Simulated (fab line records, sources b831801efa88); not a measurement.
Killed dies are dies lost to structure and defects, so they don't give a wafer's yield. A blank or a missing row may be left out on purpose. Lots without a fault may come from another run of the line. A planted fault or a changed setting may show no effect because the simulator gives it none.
A struck lot beside a sound one | flow sky130 | 30 steps out of a route of 708
Sound: wafers L568.3, L568.4, L568.6. Struck: wafers L575.4, L575.5, L575.6. The cause comes at the end.
At each step with rows: each side's tool, then ch and its chambers, then its first start. Under that, the readings that differ: sound wafers | struck wafers | difference of the means | sigmas: that difference in standard deviations of wafers without a fault.
alike: readings whose means differ by less than 2 such deviations, and words and numbers that are the same on both sides. not compared: withheld readings, readings that some wafer has no value for, bounds like >300 that may hide the same value, and numbers for which the record gives no deviation and whose values overlap.
The two part at a step that has a row with sigmas, a row that says differs or no value, or rows on one side only. Numbers that don't overlap but have no deviation are shown without sigmas and don't part them. A reading that every wafer of one side lacks parts them only if that side has two wafers or more.

first, 5 steps without rows for these wafers: SKY_SONOS_ONO_COAT_08 (resist thk 1140 nm); SKY_SONOS_ONO_SOFTBAKE_09 (time 60 s); SKY_SONOS_ONO_EXPOSE_10 (exposes mask ONOM, target cd 410 nm); SKY_SONOS_ONO_PEB_11; SKY_SONOS_ONO_DEVELOP_12 (develop time 60 s).
SKY_SONOS_ONO_CD_MEAS_13: target cd 410 nm.
  sound on cd_sem-02, day 14 14:55; struck on cd_sem-01, day 16 11:19
  alike: cd_nm
SKY_SONOS_ONO_OVL_MEAS_14:
  sound on overlay-01, day 14 15:00; struck on overlay-01, day 16 11:24
  alike: SONOS_ONO_OVL
SKY_SONOS_ONO_ETCH_15: etches the open film in CHF3/O2, target depth 19.52 nm, time 7.8 s.
  sound on rie_diel-03 ch 0,2, day 14 15:01; struck on rie_diel-03 ch 1,2, day 16 11:25
  alike: chamber_pressure_mTorr, drypump_motor_current_A, oes_product_au, throttle_valve_pct
  not compared: rf_hours_counter_h
then, 1 step without rows for these wafers: SKY_SONOS_ONO_WET_ETCH_16 (etches SiO2 in dHF, target depth 14 nm, time 280 s).
SKY_SONOS_ONO_STRIP_17: strips in O2/N2.
  sound on plasma_asher-02 ch 0,1, day 14 15:10; struck on plasma_asher-02 ch 0,1, day 16 11:34
  alike: chamber_pressure_mTorr, drypump_motor_current_A, oes_product_au, strip_time_to_endpoint_s
  not compared: rf_hours_counter_h
then, 2 steps without rows for these wafers: SKY_SONOS_ONO_WET_ETCH_18 (etches Si3N4 in H3PO4, target depth 15 nm, time 172 s); SKY_GATE_OXIDE_CLEAN_00 (cleans in SC1/SC2, time 150 s).
SKY_GATE_OXIDE_OXIDATION_01: stabilise 600 s, purge 300 s, target thk 10.268 nm.
  sound on furnace-01 ch 0, day 14 15:23; struck on furnace-01 ch 0, day 16 13:25
  reading                                           | sound             | struck            | difference | sigmas
  spike_tc_bottom_C (C)                             | 919.1 919.9 918.9 | 908.5 908.2 909.1 | -10.7      | -11
  spike_tc_centre_C (C)                             | 901.0 900.8 898.9 | 891.5 889.6 889.8 | -9.9       | -8
  spike_tc_lower_C (C)                              | 899.9 900.9 900.1 | 890.3 889.1 889.2 | -10.8      | -11
  spike_tc_top_C (C)                                | 907.9 906.7 907.7 | 896.4 898.5 898.6 | -9.6       | -5
  spike_tc_upper_C (C)                              | 899.6 897.8 899.5 | 889.0 888.6 889.2 | -10.0      | -10
  model.SiO2_of_GATE_OXIDE_OXIDATION_01.thk_nm (nm) | 10.17 9.999 10.21 | 9.032 9.147 9.212 | -0.996     |
  alike: zone_power_top_pct, zone_power_upper_pct
SKY_GATE_OXIDE_THK_MEAS_02:
  sound on film_metro-01, day 14 16:49; struck on film_metro-01, day 16 14:52
  reading                          | sound             | struck         | difference | sigmas
  GATE_OXIDE_OXIDATION_00_THK (nm) | 10.22 10.05 10.24 | 9.04 9.13 9.17 | -1.06      | -5
then, 7 steps without rows for these wafers: SKY_GATE_OXIDE_DEHYDRATE_03 (time 60 s); SKY_GATE_OXIDE_HMDS_04 (prime time 60 s); SKY_GATE_OXIDE_COAT_05 (resist thk 1140 nm); SKY_GATE_OXIDE_SOFTBAKE_06 (time 60 s); SKY_GATE_OXIDE_EXPOSE_07 (exposes mask LVOM, target cd 600 nm); SKY_GATE_OXIDE_PEB_08; SKY_GATE_OXIDE_DEVELOP_09 (develop time 60 s).
SKY_GATE_OXIDE_OVL_MEAS_10:
  sound on overlay-01, day 15 19:10; struck on overlay-01, day 17 18:43
  alike: GATE_OXIDE_OVL
then, 2 steps without rows for these wafers: SKY_GATE_OXIDE_IMPLANT_11; SKY_GATE_OXIDE_WET_ETCH_12 (etches SiO2 in dHF, target depth 16.8 nm, time 336 s).
SKY_GATE_OXIDE_STRIP_13: strips in O2/N2.
  sound on plasma_asher-04 ch 0,1, day 15 19:28; struck on plasma_asher-02 ch 0,1, day 17 19:01
  reading                     | sound       | struck      | difference | sigmas
  drypump_motor_current_A (A) | 6.2 5.8 6.2 | 5.0 4.9 5.5 | -0.9       | -2
  alike: chamber_pressure_mTorr, oes_product_au, strip_time_to_endpoint_s
  not compared: rf_hours_counter_h
SKY_GATE_OXIDE_TW_MEAS_14:
  sound on film_metro-04, day 15 19:34; struck on film_metro-01, day 17 19:07
  alike: GATE_OXIDE_TW
then, 1 step without rows for these wafers: SKY_GATE_OXIDE_CLEAN_15 (cleans in SC1/SC2, time 150 s).
SKY_GATE_OXIDE_OXIDATION_16: stabilise 600 s, purge 300 s, target thk 3.57 nm.
  sound on furnace-02 ch 0, day 15 20:38; struck on furnace-01 ch 0, day 17 21:08
  reading                                           | sound             | struck           | difference | sigmas
  zone_power_top_pct (%)                            | 35 35 35          | 24 24 24         | -11        | -2
  model.SiO2_of_GATE_OXIDE_OXIDATION_01.thk_nm (nm) | 11.55 11.36 11.57 | 10.49 10.6 10.63 | -0.92      |
  alike: spike_tc_bottom_C, spike_tc_centre_C, spike_tc_lower_C, spike_tc_top_C, spike_tc_upper_C, zone_power_upper_pct
then, 1 step without rows for these wafers: SKY_POLY_GATE_CVD_00 (deposits poly-Si, target thk 180 nm, time 720 s).
-- the record jumps here: 31 days lie between the struck wafers' starts before and after (it left off in module POLY_GATE and takes up again in module PAD_OPEN, whose first step shown is number 708 of the route) --
SKY_PAD_OPEN_PROBE_99:
  sound on prober-01, day 47 00:30; struck on prober-02, day 49 08:16
  reading                                | sound                         | struck                        | difference | sigmas
  model.etest.nfet_16v.r_on_ohm_um       | 1.396e+04 1.387e+04 1.387e+04 | 1.366e+04 1.379e+04 1.373e+04 | -1.733e+02 |
  model.etest.pfet_g5v0d10v5.r_on_ohm_um | 4818 4678 4834                | 4445 4484 4494                | -302       |
  model.etest.tip_sonos.rs_ohm_sq        | 2592 2621 2641                | 2344 2405 2376                | -243       |
  model.etest.nfet_g5v0d10v5.r_on_ohm_um | 1889 1870 1910                | 1790 1780 1810                | -96        |
  model.etest.nfet_g5v0d10v5.drive_ua_um | 605.3 615.1 597.6             | 669.5 661.1 652.6             | +55.1      |
  model.etest.nfet_05v0_nvt.drive_ua_um  | 573.5 587 568.3               | 627.3 621 621.1               | +46.9      |
  model.etest.pfet_g5v0d10v5.drive_ua_um | 339 347.7 334.6               | 372.6 369.4 369.8             | +30.2      |
  model.etest.nfet_16v.drive_ua_um       | 223 226.8 223.2               | 243.8 238.9 238.6             | +16.1      |
  alike: killed_at_M0_to_M3, killed_at_M4_up, killed_at_contacts, killed_at_front_end, killed_at_other, killed_dies, killed_open, killed_short

WHERE THEY PART
First at SKY_GATE_OXIDE_OXIDATION_01; last, within this record, at SKY_GATE_OXIDE_OXIDATION_16. Later steps at which nothing parts them and some readings are alike: SKY_PAD_OPEN_PROBE_99.

WHY: what the simulator had put in
Process parameter drift: furnace-01, from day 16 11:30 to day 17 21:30, at SKY_GATE_OXIDE_OXIDATION_01. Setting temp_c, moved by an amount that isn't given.
